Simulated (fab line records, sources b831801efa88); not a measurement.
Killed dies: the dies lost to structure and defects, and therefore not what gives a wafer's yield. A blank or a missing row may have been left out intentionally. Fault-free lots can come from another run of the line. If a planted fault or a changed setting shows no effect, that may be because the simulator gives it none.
Split-lot study	flow gf180mcu	23 wafers read across 5 lots, on a route 602 steps long

== THE SPLIT ==
At GF_HV_LDD_DEVELOP_06 (develop time 60 s), the setting dev-temp-c was moved away from the recipe's 23 C on 8 of the 23 wafers read, by -14.4% to +9.9%. The other wafers ran this setting at the recipe's value.

Between the split and the reading, the file records no step.

== THE READING ==
Shown in nm: cd-nm at GF_HV_LDD_CD_MEAS_07, with target cd 400 nm. Fault-free wafers of this fab line usually give 399.8 nm, standard deviation 2.4 nm.

wafer	tool, chamber at the split	dev-temp-c as run, C	against the recipe	cd-nm, nm	against lot-mates on the recipe
L074.1	litho-track-02, 0	23	recipe	396.1	-
L074.2	litho-track-02, 0	23	recipe	394.8	-
L074.3	litho-track-02, 0	23	recipe	395.1	-
L078.1	litho-track-04, 0	19.71	-14.3%	409.5	+9.9
L078.2	litho-track-04, 0	19.71	-14.3%	411.6	+12.1
L078.3	litho-track-04, 0	19.71	-14.3%	410.1	+10.6
L078.4	litho-track-04, 0	23	recipe	400.3	-
L078.6	litho-track-04, 0	23	recipe	398.8	-
L081.1	litho-track-03, 0	23	recipe	400.0	-
L081.3	litho-track-03, 0	23	recipe	402.1	-
L081.4	litho-track-03, 0	23	recipe	400.7	-
L081.5	litho-track-03, 0	23	recipe	402.0	-
L081.6	litho-track-03, 0	23	recipe	403.8	-
L082.1	litho-track-03, 0	23	recipe	399.1	-
L082.3	litho-track-03, 0	23	recipe	396.9	-
L082.4	litho-track-03, 0	19.69	-14.4%	408.3	+11.2
L082.5	litho-track-03, 0	19.69	-14.4%	407.1	+10.0
L082.6	litho-track-03, 0	23	recipe	395.4	-
L085.1	litho-track-04, 0	23	recipe	396.7	-
L085.2	litho-track-04, 0	25.28	+9.9%	386.3	-12.2
L085.3	litho-track-04, 0	25.28	+9.9%	388.2	-10.3
L085.4	litho-track-04, 0	23	recipe	400.4	-
L085.6	litho-track-04, 0	25.28	+9.9%	392.9	-5.6

FIT RESULTS
A straight line over all 23 wafers: cd-nm changes by -0.801 nm for each +1% of dev-temp-c; r = -0.91; the points scatter about the line by 2.7 nm.
The same after taking each lot's own level away (the mean of its wafers on the recipe; 23 wafers): -0.805 nm for each +1%; r = -0.97; scatter 1.6 nm.
Per that fit: largest dev-temp-c move, reading shift of 12 nm.
From 395.33 to 401.72 nm: that is the span of the lots' own levels, equal to 2.7 times the standard deviation above.
So the lot-to-lot level changes the slope little: the two slopes agree.
Check: with one of the wafers moved furthest among these (-14.4%) left out of the fit, the line predicts +11.2 nm for it against its lot-mates. It came out at +11.2 nm against them.

== FURTHER SPLITS ON THESE WAFERS ==
Before the reading, these wafers also passed through other splits. Each is held against what the fit with the lots' levels taken away leaves over:
other split on the same wafers	wafers away from the commonest value	r with cd-nm (lot level and that fit taken away)
GF_STI_OXIDATION_01 temp-c	15	-0.11
GF_NWELL_EXPOSE_04 dose-mj	6	+0.02
GF_NWELL_IMPLANT_09 energy-kev	5	+0.28
GF_MVPSD_SOFTBAKE_03 temp-c	7	+0.06
GF_MVPSD_IMPLANT_09 dose-cm2	7	-0.10
GF_VT_IMPLANT_IMPLANT_08 energy-kev	9	-0.14
GF_VT_IMPLANT_SOFTBAKE_14 temp-c	10	-0.34
GF_VT_IMPLANT_IMPLANT_19 tilt-deg	6	-0.17
GF_VT_IMPLANT_SOFTBAKE_36 temp-c	11	+0.11
GF_VT_IMPLANT_IMPLANT_41 energy-kev	8	-0.04
GF_HV_LDD_COAT_02 resist-thk-nm	8	-0.69

== THE FILE'S OWN FIT ==
cd-nm changes by -0.785 nm for each +1% of dev-temp-c, r = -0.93.
